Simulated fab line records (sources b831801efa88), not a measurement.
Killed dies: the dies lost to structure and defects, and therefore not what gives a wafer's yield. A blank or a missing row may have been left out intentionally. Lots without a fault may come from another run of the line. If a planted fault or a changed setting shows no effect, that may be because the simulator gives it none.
fab line records ; flow gf180mcu
[record] lots = 6; wafers = 18; last-day = 33
route steps=602 shown CONTACT@307 M1@315 V1@335
lots untouched by any fault: they come from a run of this same line in which no faults occurred
start-h: hours from the record's first day to the start of the lot's first wafer shown ; wait-h: time in hours since the lot's previous step ; " as in the row above ; L1.1+2: a row that stands for several wafers ; - no value, or no start given ; * or withheld: withheld ; < > ~ a bound
route shown NAME@n: names a module that has steps shown in the file, with the first one's number in the route ; usual: mean/standard deviation taken from wafers without a fault ; same: alike in all rows ; chamber/n: place in a boat ; sites: readings site by site ; _std_site: standard deviation across them ; _edge_site: outer sites' mean less inner sites' ; radius-mm: how far each site lies from the wafer's centre ; mask NAME#n: copy n ; behind: the last tool/chamber to shape the wafer ; hold: why the lot went on hold/how many hours it stayed there/how the hold came to an end ; device: transistor that didn't switch, given as n, p or np ; end of line: tests of these same wafers at the route's end ; step lacking rows: just its recipe ; killed: not the wafer's yield, but the dies lost to structure and defects at the first sort ; map: shows each die of a wafer: x if killed, . if not, _ if none is there
set.NAME: the setting that was run; set.NAME@STEP: the one run at that earlier step ; model.NAME: the simulator's own value behind a step, which no gauge read
a table for each step, a row for each wafer; lots at some steps of the route
services: when a tool's chamber went out of use (start-h, in hours from the record's first day, below 0 if earlier), for how many hours, and the reason
[[steps]]
[step GF_CONTACT_CLEAN_20]
[recipe] chemistry = DIW
[step GF_CONTACT_CLEAN_21]
[recipe] chemistry = dHF; time-s = 20; dilution = 100:1; dry = ipa-marangoni
[step GF_CONTACT_SPUTTER_22]
[recipe] material = Ti; target-thk-nm = 15; chamber-pressure-pa = 5; power-w = 2594; substrate-temp-c = 200; time-s = 80.02
[step GF_CONTACT_SPUTTER_23]
[recipe] material = TiN; target-thk-nm = 10; chamber-pressure-pa = 5; power-w = 4000; time-s = 40
[usual] chamber-pressure-pa = 5.001/0.0097; throttle-valve-pct = 30.1/0.66
lot.wafer;tool;chamber;start-h;wait-h;chamber-pressure-pa;throttle-valve-pct
L211.1;pvd-sputter-01;-;389.52;0.0;5.016;30.0
L211.3;pvd-sputter-01;-;389.52;0.0;5.001;30.4
L211.6;pvd-sputter-01;-;389.52;0.0;5.005;29.9
L213.1;pvd-sputter-02;-;410.13;0.0;5.015;31.1
L213.2;pvd-sputter-02;-;410.13;0.0;5.013;29.1
L213.6;pvd-sputter-02;-;410.13;0.0;5.022;28.1
L215.1;pvd-sputter-01;-;432.11;0.0;4.991;30.5
L215.4;pvd-sputter-01;-;432.11;0.0;5.012;29.8
L215.5;pvd-sputter-01;-;432.11;0.0;4.988;30.5
L219.4;pvd-sputter-03;-;463.27;0.0;5.010;29.7
L219.5;pvd-sputter-03;-;463.27;0.0;4.993;30.5
L219.6;pvd-sputter-03;-;463.27;0.0;5.022;30.7
L226.2;pvd-sputter-01;-;518.56;0.0;4.997;30.5
L226.3;pvd-sputter-01;-;518.56;0.0;5.022;30.3
L226.4;pvd-sputter-01;-;518.56;0.0;4.985;30.1
L228.3;pvd-sputter-03;-;533.38;0.0;5.003;29.8
L228.4;pvd-sputter-03;-;533.38;0.0;5.014;30.7
L228.5;pvd-sputter-03;-;533.38;0.0;5.003;30.4
[step GF_CONTACT_CVD_24]
[recipe] material = W; target-thk-nm = 300; time-s = 90.339; temp-c = 400; pressure-torr = 40
[usual] heater-power-w = 803/64
lot.wafer;tool;chamber;start-h;wait-h;heater-power-w;since-wet-clean-h
L211.1;cvd-w-01;1;389.56;0.0;791;486
L211.3;cvd-w-01;0;389.56;0.0;742;-
L211.6;cvd-w-01;1;389.56;0.0;794;-
L213.1;cvd-w-01;0;410.17;0.0;753;506
L213.2;cvd-w-01;1;410.17;0.0;807;506
L213.6;cvd-w-01;0;410.17;0.0;740;-
L215.1;cvd-w-02;1;432.15;0.0;761;28
L215.4;cvd-w-02;0;432.15;0.0;943;-
L215.5;cvd-w-02;0;432.15;0.0;903;-
L219.4;cvd-w-02;1;463.34;0.1;783;-
L219.5;cvd-w-02;0;463.34;0.1;925;-
L219.6;cvd-w-02;1;463.34;0.1;770;-
L226.2;cvd-w-01;0;518.60;0.0;738;615
L226.3;cvd-w-01;0;518.60;0.0;745;-
L226.4;cvd-w-01;1;518.60;0.0;787;-
L228.3;cvd-w-02;1;533.46;0.1;769;-
L228.4;cvd-w-02;0;533.46;0.1;922;-
L228.5;cvd-w-02;0;533.46;0.1;909;-
[step GF_CONTACT_RS_MEAS_25]
[recipe] thk-meas-gauge = four-point-probe; reads = W_of_CONTACT_CVD_24+TiN_of_CONTACT_SPUTTER_23+Ti_of_CONTACT_SPUTTER_22
[usual] CONTACT_W_RS = 0.387/0.0054
lot.wafer;tool;chamber;start-h;wait-h;CONTACT_W_RS[ohm/sq]
L211.1;film-metro-04;-;389.66;0.1;0.383
L211.3;film-metro-04;-;389.66;0.1;0.385
L211.6;film-metro-04;-;389.66;0.1;0.386
L213.1;film-metro-03;-;410.27;0.1;0.385
L213.2;film-metro-03;-;410.27;0.1;0.384
L213.6;film-metro-03;-;410.27;0.1;0.386
L215.1;film-metro-03;-;432.25;0.1;0.392
L215.4;film-metro-03;-;432.25;0.1;0.390
L215.5;film-metro-03;-;432.25;0.1;0.388
L219.4;film-metro-03;-;463.46;0.1;0.392
L219.5;film-metro-03;-;463.46;0.1;0.391
L219.6;film-metro-03;-;463.46;0.1;0.392
L226.2;film-metro-03;-;518.72;0.1;0.391
L226.3;film-metro-03;-;518.72;0.1;0.383
L226.4;film-metro-03;-;518.72;0.1;0.386
L228.3;film-metro-03;-;533.56;0.1;0.397
L228.4;film-metro-03;-;533.56;0.1;0.395
L228.5;film-metro-03;-;533.56;0.1;0.394
[step GF_CONTACT_THK_MEAS_26]
[recipe] thk-meas-gauge = xrf; reads = W_of_CONTACT_CVD_24
[usual] CONTACT_W_THK = 303/4.5
lot.wafer;tool;chamber;start-h;wait-h;CONTACT_W_THK[nm]
L211.1;film-metro-04;-;389.78;0.1;305
L211.3;film-metro-04;-;389.78;0.1;302
L211.6;film-metro-04;-;389.78;0.1;303
L213.1;film-metro-03;-;410.39;0.1;302
L213.2;film-metro-03;-;410.39;0.1;305
L213.6;film-metro-03;-;410.39;0.1;302
L215.1;film-metro-03;-;432.37;0.1;300
L215.4;film-metro-03;-;432.37;0.1;302
L215.5;film-metro-03;-;432.37;0.1;304
L219.4;film-metro-03;-;463.55;0.1;297
L219.5;film-metro-03;-;463.55;0.1;299
L219.6;film-metro-03;-;463.55;0.1;297
L226.2;film-metro-03;-;518.83;0.1;299
L226.3;film-metro-03;-;518.83;0.1;306
L226.4;film-metro-03;-;518.83;0.1;303
L228.3;film-metro-03;-;533.66;0.1;297
L228.4;film-metro-03;-;533.66;0.1;298
L228.5;film-metro-03;-;533.66;0.1;299
[step GF_CONTACT_CMP_27]
[recipe] stop-on = SiO2; down-force-psi = 3.5; platen-rpm = 60; t-overpolish-s = 15; target-thk-nm = 0; pad-velocity-m-s = 0.94248
[usual] motor-current-A = 10.8/1.1; overpolish-run-s = 14.999/0.0098; retaining-ring-pressure-frac = 1.000/0.0051; slurry-flow-ml-min = 149.9/0.46; time-to-endpoint-s = 75/3.3
lot.wafer;tool;chamber;start-h;wait-h;motor-current-A;overpolish-run-s;retaining-ring-pressure-frac;slurry-flow-ml-min;time-to-endpoint-s
L211.3;cmp-01;1;389.89;0.1;10.8;14.994;0.996;150.0;72
L211.1;cmp-01;2;389.89;0.1;9.2;15.010;0.995;149.1;71
L211.6;cmp-01;1;389.89;0.1;10.7;14.987;0.993;149.9;72
L213.1;cmp-01;3;410.45;0.1;10.7;15.002;0.994;149.9;72
L213.2;cmp-01;2;410.45;0.1;9.9;14.992;0.997;150.0;74
L213.6;cmp-01;0;410.45;0.1;12.4;15.010;0.998;149.7;77
L215.1;cmp-02;3;432.53;0.1;11.9;15.014;0.999;149.9;74
L215.4;cmp-02;0;432.53;0.1;8.0;14.996;1.005;150.6;73
L215.5;cmp-02;1;432.53;0.1;11.8;15.006;1.005;149.7;74
L219.4;cmp-02;3;463.58;0.0;12.0;15.011;1.001;150.4;76
L219.5;cmp-02;3;463.58;0.0;11.6;14.995;0.994;150.2;73
L219.6;cmp-02;0;463.58;0.0;8.7;15.002;1.000;149.4;77
L226.4;cmp-02;0;518.88;0.0;9.0;15.002;1.001;151.1;82
L226.2;cmp-02;2;518.88;0.0;11.0;14.989;1.002;150.1;77
L226.3;cmp-02;3;518.88;0.0;12.3;15.003;1.006;149.0;79
L228.4;cmp-02;2;533.75;0.1;10.8;14.989;0.996;149.2;76
L228.3;cmp-02;0;533.75;0.1;8.4;14.995;1.009;150.4;78
L228.5;cmp-02;1;533.75;0.1;12.3;15.014;0.998;150.4;78
[step GF_M1_SPUTTER_00]
[recipe] material = Ti; target-thk-nm = 37.5; arriving-ion-energy-ev = 80; substrate-temp-c = 200; chamber-pressure-pa = 2; power-w = 4000; time-s = 150
[step GF_M1_SPUTTER_01]
[recipe] material = TiN; target-thk-nm = 30; power-w = 6500; time-s = 25; chamber-pressure-pa = 0.4
[usual] chamber-pressure-pa = 0.4000/0.00077; throttle-valve-pct = 29.6/1.1
lot.wafer;tool;chamber;start-h;wait-h;chamber-pressure-pa;throttle-valve-pct
L211.1;pvd-sputter-01;-;390.24;0.1;0.3993;30.3
L211.3;pvd-sputter-01;-;390.24;0.1;0.4003;30.5
L211.6;pvd-sputter-01;-;390.24;0.1;0.4008;30.3
L213.1;pvd-sputter-04;-;410.85;0.1;0.3998;30.9
L213.2;pvd-sputter-04;-;410.85;0.1;0.4006;27.4
L213.6;pvd-sputter-04;-;410.85;0.1;0.4000;30.3
L215.1;pvd-sputter-04;-;432.83;0.1;0.4005;28.3
L215.4;pvd-sputter-04;-;432.83;0.1;0.3997;31.0
L215.5;pvd-sputter-04;-;432.83;0.1;0.3993;30.2
L219.4;pvd-sputter-04;-;463.98;0.1;0.4015;29.9
L219.5;pvd-sputter-04;-;463.98;0.1;0.4012;28.5
L219.6;pvd-sputter-04;-;463.98;0.1;0.3982;31.0
L226.2;pvd-sputter-02;-;519.28;0.1;0.3997;28.8
L226.3;pvd-sputter-02;-;519.28;0.1;0.3986;29.2
L226.4;pvd-sputter-02;-;519.28;0.1;0.4001;27.7
L228.3;pvd-sputter-02;-;534.10;0.1;0.3996;31.0
L228.4;pvd-sputter-02;-;534.10;0.1;0.3987;27.9
L228.5;pvd-sputter-02;-;534.10;0.1;0.4009;31.3
[step GF_M1_SPUTTER_02]
[recipe] material = AlCu; target-thk-nm = 450; power-w = 10600; time-s = 23.9; chamber-pressure-pa = 0.4
[step GF_M1_SPUTTER_03]
[recipe] material = Ti; target-thk-nm = 10; substrate-temp-c = 300; chamber-pressure-pa = 0.3; power-w = 3000; time-s = 6.7
[step GF_M1_SPUTTER_04]
[recipe] material = TiN; target-thk-nm = 50; power-w = 6500; time-s = 41.7; chamber-pressure-pa = 0.4
[usual] chamber-pressure-pa = 0.3999/0.00075; throttle-valve-pct = 29.6/1.1
lot.wafer;tool;chamber;start-h;wait-h;chamber-pressure-pa;throttle-valve-pct;model.TiN_of_M1_SPUTTER_04.thk-nm
L211.1;pvd-sputter-01;-;390.32;0.0;0.4011;30.1;51.07
L211.3;pvd-sputter-01;-;390.32;0.0;0.3999;30.3;50.03
L211.6;pvd-sputter-01;-;390.32;0.0;0.4017;30.5;49.88
L213.1;pvd-sputter-04;-;410.93;0.0;0.4005;30.6;50.08
L213.2;pvd-sputter-04;-;410.93;0.0;0.4002;27.3;49.48
L213.6;pvd-sputter-04;-;410.93;0.0;0.4008;30.3;50.66
L215.1;pvd-sputter-04;-;432.91;0.0;0.3164;32.3;53.19
L215.4;pvd-sputter-04;-;432.91;0.0;0.3135;35.1;52.2
L215.5;pvd-sputter-04;-;432.91;0.0;0.3137;34.3;52.85
L219.4;pvd-sputter-04;-;464.07;0.0;0.3148;34.3;52.61
L219.5;pvd-sputter-04;-;464.07;0.0;0.3153;32.2;52.94
L219.6;pvd-sputter-04;-;464.07;0.0;0.3149;34.8;52.15
L226.2;pvd-sputter-02;-;519.36;0.0;0.3993;28.9;49.11
L226.3;pvd-sputter-02;-;519.36;0.0;0.4008;29.4;50.25
L226.4;pvd-sputter-02;-;519.36;0.0;0.3998;27.6;49.67
L228.3;pvd-sputter-02;-;534.18;0.0;0.3995;30.9;48.77
L228.4;pvd-sputter-02;-;534.18;0.0;0.3999;27.8;49.56
L228.5;pvd-sputter-02;-;534.18;0.0;0.3996;30.9;49.03
[step GF_M1_RS_MEAS_05]
[recipe] thk-meas-gauge = four-point-probe; reads = TiN_of_M1_SPUTTER_04+Ti_of_M1_SPUTTER_03+AlCu_of_M1_SPUTTER_02+TiN_of_M1_SPUTTER_01+Ti_of_M1_SPUTTER_00
[usual] M1_ALCU_RS = 0.0695/0.00082
lot.wafer;tool;chamber;start-h;wait-h;M1_ALCU_RS[ohm/sq]
L211.1;film-metro-02;-;390.36;0.0;0.0684
L211.3;film-metro-02;-;390.36;0.0;0.0687
L211.6;film-metro-02;-;390.36;0.0;0.0690
L213.1;film-metro-02;-;410.97;0.0;0.0687
L213.2;film-metro-02;-;410.97;0.0;0.0688
L213.6;film-metro-02;-;410.97;0.0;0.0696
L215.1;film-metro-02;-;432.95;0.0;0.0710
L215.4;film-metro-02;-;432.95;0.0;0.0697
L215.5;film-metro-02;-;432.95;0.0;0.0703
L219.4;film-metro-04;-;464.17;0.1;0.0692
L219.5;film-metro-04;-;464.17;0.1;0.0705
L219.6;film-metro-04;-;464.17;0.1;0.0698
L226.2;film-metro-04;-;519.42;0.0;0.0698
L226.3;film-metro-04;-;519.42;0.0;0.0676
L226.4;film-metro-04;-;519.42;0.0;0.0704
L228.3;film-metro-03;-;534.26;0.1;0.0694
L228.4;film-metro-03;-;534.26;0.1;0.0706
L228.5;film-metro-03;-;534.26;0.1;0.0693
[step GF_M1_THK_MEAS_06]
[recipe] thk-meas-gauge = xrf; reads = AlCu_of_M1_SPUTTER_02
[usual] M1_ALCU_THK = 453/5.9
lot.wafer;tool;chamber;start-h;wait-h;M1_ALCU_THK[nm]
L211.1;film-metro-02;-;390.48;0.1;463
L211.3;film-metro-02;-;390.48;0.1;462
L211.6;film-metro-02;-;390.48;0.1;460
L213.1;film-metro-02;-;411.09;0.1;458
L213.2;film-metro-02;-;411.09;0.1;457
L213.6;film-metro-02;-;411.09;0.1;452
L215.1;film-metro-02;-;433.07;0.1;443
L215.4;film-metro-02;-;433.07;0.1;450
L215.5;film-metro-02;-;433.07;0.1;448
L219.4;film-metro-04;-;464.26;0.1;447
L219.5;film-metro-04;-;464.26;0.1;440
L219.6;film-metro-04;-;464.26;0.1;444
L226.2;film-metro-04;-;519.53;0.1;447
L226.3;film-metro-04;-;519.53;0.1;463
L226.4;film-metro-04;-;519.53;0.1;444
L228.3;film-metro-03;-;534.36;0.1;452
L228.4;film-metro-03;-;534.36;0.1;442
L228.5;film-metro-03;-;534.36;0.1;455
[step GF_M1_DEHYDRATE_07]
[recipe] temp-c = 200; time-s = 60
[step GF_M1_HMDS_08]
[recipe] prime-time-s = 60; prime-temp-c = 120
[step GF_M1_COAT_09]
[recipe] resist = KrF; spin-rpm = withheld; resist-thk-nm = 1011
[step GF_M1_SOFTBAKE_10]
[recipe] temp-c = 130; time-s = 60; resist = KrF
[step GF_M1_EXPOSE_11]
[recipe] mask-id = Metal1; target-cd-nm = 230; na = 0.68; source-shape = conventional; sigma-outer = 0.6; dose-mj = 28
[step GF_M1_PEB_12]
[recipe] peb-temp-c = 135; peb-time-s = 90; resist = KrF
[step GF_M1_DEVELOP_13]
[recipe] develop-time-s = 60; dev-temp-c = 21
[step GF_M1_CD_MEAS_14]
[recipe] target-cd-nm = 230
[usual] cd-nm = 230.0/1.1
lot.wafer;tool;chamber;start-h;wait-h;cd-nm
L211.1;cd-sem-02;-;414.07;0.1;228.6
L211.3;cd-sem-02;-;414.07;0.1;229.0
L211.6;cd-sem-02;-;414.07;0.1;229.7
L213.1;cd-sem-02;-;434.91;0.1;228.8
L213.2;cd-sem-02;-;434.91;0.1;229.5
L213.6;cd-sem-02;-;434.91;0.1;230.1
L215.1;cd-sem-02;-;457.52;0.1;229.9
L215.4;cd-sem-02;-;457.52;0.1;228.4
L215.5;cd-sem-02;-;457.52;0.1;229.7
L219.4;cd-sem-01;-;488.43;0.1;229.8
L219.5;cd-sem-01;-;488.43;0.1;229.0
L219.6;cd-sem-01;-;488.43;0.1;228.7
L226.2;cd-sem-02;-;542.23;0.1;230.8
L226.3;cd-sem-02;-;542.23;0.1;229.8
L226.4;cd-sem-02;-;542.23;0.1;228.6
L228.3;cd-sem-02;-;556.51;0.1;230.5
L228.4;cd-sem-02;-;556.51;0.1;231.0
L228.5;cd-sem-02;-;556.51;0.1;228.6
[step GF_M1_OVL_MEAS_15]
[usual] M1_OVL = -2/6.2
lot.wafer;tool;chamber;start-h;wait-h;M1_OVL[nm]
L211.1;overlay-01;-;414.19;0.1;1
L211.3;overlay-01;-;414.19;0.1;-4
L211.6;overlay-01;-;414.19;0.1;4
L213.1;overlay-02;-;435.03;0.1;9
L213.2;overlay-02;-;435.03;0.1;3
L213.6;overlay-02;-;435.03;0.1;0
L215.1;overlay-02;-;457.64;0.1;1
L215.4;overlay-02;-;457.64;0.1;-2
L215.5;overlay-02;-;457.64;0.1;-1
L219.4;overlay-02;-;488.51;0.1;1
L219.5;overlay-02;-;488.51;0.1;-6
L219.6;overlay-02;-;488.51;0.1;2
L226.2;overlay-01;-;542.34;0.1;-8
L226.3;overlay-01;-;542.34;0.1;-7
L226.4;overlay-01;-;542.34;0.1;-16
L228.3;overlay-02;-;556.60;0.1;3
L228.4;overlay-02;-;556.60;0.1;3
L228.5;overlay-02;-;556.60;0.1;6
[step GF_M1_METAL_ETCH_16]
[recipe] chemistry = Cl2/BCl3; mask-material = KrF; target-depth-nm = 750.8; stop-on = SiO2; pressure-mtorr = 8; icp-w = 800; bias-w = 140; Cl2_flow_sccm = 80; bcl3-flow-sccm = 40; time-s = 125.1
[step GF_M1_STRIP_17]
[recipe] chemistry = O2/N2; power-w = 1400; pressure-mtorr = 1500; platen-temp-c = 250; o2-flow-sccm = 3000; n2-flow-sccm = 300; overash-fraction = 0.5
[step GF_M1_STRIP_18]
[recipe] chemistry = post-etch-residue-remover; time-s = 1200; temp-c = 72.5
[step GF_M1_CLEAN_19]
[recipe] chemistry = DIW; dry = n2-spin
[step GF_V1_CVD_00]
[recipe] material = SiO2; target-thk-nm = 600; sigma-open-frac = 0.3; temp-c = 400; time-s = 100; sih4-flow-sccm = 60; pressure-mtorr = 6
[step GF_V1_THK_MEAS_01]
[recipe] reads = SiO2_of_V1_CVD_00
[usual] V1_CVD_00_THK = 597/8.3
lot.wafer;tool;chamber;start-h;wait-h;V1_CVD_00_THK[nm]
L211.1;film-metro-01;-;414.96;0.0;602
L211.3;film-metro-01;-;414.96;0.0;594
L211.6;film-metro-01;-;414.96;0.0;607
L213.1;film-metro-04;-;435.80;0.0;600
L213.2;film-metro-04;-;435.80;0.0;593
L213.6;film-metro-04;-;435.80;0.0;605
L215.1;film-metro-01;-;458.54;0.0;607
L215.4;film-metro-01;-;458.54;0.0;602
L215.5;film-metro-01;-;458.54;0.0;592
L219.4;film-metro-01;-;489.29;0.0;587
L219.5;film-metro-01;-;489.29;0.0;595
L219.6;film-metro-01;-;489.29;0.0;595
L226.2;film-metro-04;-;543.11;0.0;613
L226.3;film-metro-04;-;543.11;0.0;604
L226.4;film-metro-04;-;543.11;0.0;603
L228.3;film-metro-01;-;557.38;0.1;594
L228.4;film-metro-01;-;557.38;0.1;597
L228.5;film-metro-01;-;557.38;0.1;591
[step GF_V1_CVD_02]
[recipe] material = SiO2; target-thk-nm = 850; precursor = TEOS; temp-c = 400; time-s = 94.851; rf-w = 600
[usual] heater-power-w = 695/74
lot.wafer;tool;chamber;start-h;wait-h;heater-power-w;since-wet-clean-h
L211.1;pecvd-03;2;415.02;0.1;712;32
L211.3;pecvd-03;1;415.02;0.1;780;32
L211.6;pecvd-03;0;415.02;0.1;719;-
L213.1;pecvd-01;1;435.86;0.1;659;261
L213.2;pecvd-01;2;435.86;0.1;685;261
L213.6;pecvd-01;1;435.86;0.1;668;-
L215.1;pecvd-03;0;458.60;0.1;625;76
L215.4;pecvd-03;0;458.60;0.1;687;-
L215.5;pecvd-03;2;458.60;0.1;803;-
L219.4;pecvd-01;1;489.36;0.1;679;-
L219.5;pecvd-01;2;489.36;0.1;650;-
L219.6;pecvd-01;0;489.36;0.1;532;-
L226.2;pecvd-03;0;543.16;0.0;653;160
L226.3;pecvd-03;2;543.16;0.0;771;160
L226.4;pecvd-03;1;543.16;0.0;770;-
L228.3;pecvd-01;2;557.42;0.0;558;383
L228.4;pecvd-01;2;557.42;0.0;620;-
L228.5;pecvd-01;1;557.42;0.0;664;-
[step GF_V1_THK_MEAS_03]
[recipe] reads = SiO2_of_V1_CVD_02
[usual] V1_CVD_02_THK = 854/14
lot.wafer;tool;chamber;start-h;wait-h;V1_CVD_02_THK[nm]
L211.1;film-metro-04;-;415.09;0.0;858
L211.3;film-metro-04;-;415.09;0.0;836
L211.6;film-metro-04;-;415.09;0.0;868
L213.1;film-metro-02;-;435.93;0.0;823
L213.2;film-metro-02;-;435.93;0.0;834
L213.6;film-metro-02;-;435.93;0.0;844
L215.1;film-metro-04;-;458.67;0.0;850
L215.4;film-metro-04;-;458.67;0.0;865
L215.5;film-metro-04;-;458.67;0.0;866
L219.4;film-metro-02;-;489.42;0.0;852
L219.5;film-metro-02;-;489.42;0.0;851
L219.6;film-metro-02;-;489.42;0.0;857
L226.2;film-metro-02;-;543.24;0.0;837
L226.3;film-metro-02;-;543.24;0.0;849
L226.4;film-metro-02;-;543.24;0.0;857
L228.3;film-metro-04;-;557.51;0.1;863
L228.4;film-metro-04;-;557.51;0.1;872
L228.5;film-metro-04;-;557.51;0.1;857
[step GF_V1_CMP_04]
[recipe] material = SiO2; down-force-psi = 4; platen-rpm = 60; pad-velocity-m-s = 0.94248
[step GF_V1_BOW_MEAS_05]
[recipe] mode = bow
[usual] V1_BOW = 82/8.4
lot.wafer;tool;chamber;start-h;wait-h;V1_BOW[um]
L211.1;film-metro-02;-;415.45;0.1;83
L211.3;film-metro-02;-;415.45;0.1;86
L211.6;film-metro-02;-;415.45;0.1;89
L213.1;film-metro-04;-;436.29;0.1;69
L213.2;film-metro-04;-;436.29;0.1;67
L213.6;film-metro-04;-;436.29;0.1;82
L215.1;film-metro-04;-;459.03;0.2;88
L215.4;film-metro-04;-;459.03;0.2;90
L215.5;film-metro-04;-;459.03;0.2;81
L219.4;film-metro-01;-;489.81;0.2;74
L219.5;film-metro-01;-;489.81;0.2;67
L219.6;film-metro-01;-;489.81;0.2;83
L226.2;film-metro-01;-;543.61;0.2;84
L226.3;film-metro-01;-;543.61;0.2;75
L226.4;film-metro-01;-;543.61;0.2;95
L228.3;film-metro-04;-;557.89;0.1;77
L228.4;film-metro-04;-;557.89;0.1;70
L228.5;film-metro-04;-;557.89;0.1;88
[step GF_V1_DEHYDRATE_06]
[recipe] temp-c = 200; time-s = 60
[step GF_V1_HMDS_07]
[recipe] prime-time-s = 60; prime-temp-c = 120
[step GF_V1_COAT_08]
[recipe] resist = BARC; temp-c = withheld; time-s = withheld; spin-rpm = withheld; resist-thk-nm = withheld
[step GF_V1_COAT_09]
[recipe] resist = KrF; spin-rpm = withheld; resist-thk-nm = 1000
[step GF_V1_SOFTBAKE_10]
[recipe] temp-c = 130; time-s = 60; resist = KrF
[step GF_V1_EXPOSE_11]
[recipe] mask-id = Via1; target-cd-nm = 260; na = 0.68; source-shape = conventional; sigma-outer = 0.6; dose-mj = 38
[step GF_V1_PEB_12]
[recipe] peb-temp-c = 135; peb-time-s = 90; resist = KrF
[step GF_V1_DEVELOP_13]
[recipe] develop-time-s = 60; resist = KrF; dev-temp-c = 21
[step GF_V1_STRIP_19]
[recipe] chemistry = post-etch-residue-remover; time-s = 1200; temp-c = 72.5
lot.wafer;tool;chamber;start-h;wait-h;model.TiN_of_M1_SPUTTER_04.thk-nm
L211.1;wet-bench-03;1;440.50;0.1;50.23
L211.3;wet-bench-03;1;440.50;0.1;49.19
L211.6;wet-bench-03;1;440.50;0.1;49.04
L213.1;wet-bench-04;1;461.42;0.1;49.24
L213.2;wet-bench-04;1;461.42;0.1;48.64
L213.6;wet-bench-04;1;461.42;0.1;49.82
L215.1;wet-bench-04;0;483.71;0.1;52.35
L215.4;wet-bench-04;0;483.71;0.1;51.35
L215.5;wet-bench-04;0;483.71;0.1;52.01
L219.4;wet-bench-02;3;513.81;0.0;51.77
L219.5;wet-bench-02;3;513.81;0.0;52.09
L219.6;wet-bench-02;3;513.81;0.0;51.31
L226.2;wet-bench-03;3;565.90;0.1;48.27
L226.3;wet-bench-03;3;565.90;0.1;49.41
L226.4;wet-bench-03;3;565.90;0.1;48.84
L228.3;wet-bench-04;3;580.96;0.0;47.93
L228.4;wet-bench-04;3;580.96;0.0;48.72
L228.5;wet-bench-04;3;580.96;0.0;48.2
[[services]]
tool;chamber;start-h;hours;kind
pecvd-03;-;368.88;14.0;pm
cmp-02;-;383.33;3.7;pm
cvd-w-02;-;390.00;14.0;pm
cmp-01;-;401.22;1.1;repair
cmp-02;-;404.16;4.0;pm
cmp-02;-;420.19;5.4;pm
cmp-01;-;420.34;3.9;repair
pecvd-03;0;428.32;6.7;repair
wet-bench-04;-;449.87;8.1;repair
pecvd-03;2;463.53;5.0;repair
pecvd-01;-;469.38;4.3;pm
pvd-sputter-01;-;473.91;3.1;repair
pecvd-01;-;475.42;3.0;repair
pvd-sputter-04;-;483.19;2.5;repair
pvd-sputter-02;-;492.84;2.0;repair
pecvd-01;-;508.73;14.6;pm
pvd-sputter-04;-;509.63;1.0;repair
cvd-w-01;1;526.22;8.3;repair
cvd-w-02;-;547.30;0.9;repair
pvd-sputter-01;-;553.80;2.2;repair
wet-bench-03;-;557.56;2.2;repair
cvd-w-02;-;564.74;0.7;repair
cmp-01;-;565.42;5.0;pm
cmp-01;-;572.00;4.0;pm
[[key]]
[first-sign] step = GF_M1_SPUTTER_04; reading = chamber-pressure-pa; direction = down; sigmas = 99+; usual = 0.3999; struck = 0.3148
[effect] step = GF_M1_SPUTTER_04; reading = throttle-valve-pct; direction = up; sigmas = 3.8; usual = 29.6; struck = 33.8
[model-effect] step = GF_M1_SPUTTER_04; value = TiN_of_M1_SPUTTER_04.thk-nm; without = 51.05; struck = 52.66
[model-effect] step = GF_V1_STRIP_19; value = TiN_of_M1_SPUTTER_04.thk-nm; without = 50.2; struck = 51.81
met-at GF_M1_SPUTTER_04
struck-wafers L215.1,L215.4,L215.5,L219.4,L219.5,L219.6
onset-between 410.93 432.91
[fault] kind = process-parameter-drift; tool = pvd-sputter-04; chamber = -; onset-h = 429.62; steps = GF_M1_SPUTTER_04; channel = chamber-pressure-pa; offset = -0.085426; shape = step; end-h = 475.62; acts-in = these-recipes-only; stated = 0.4
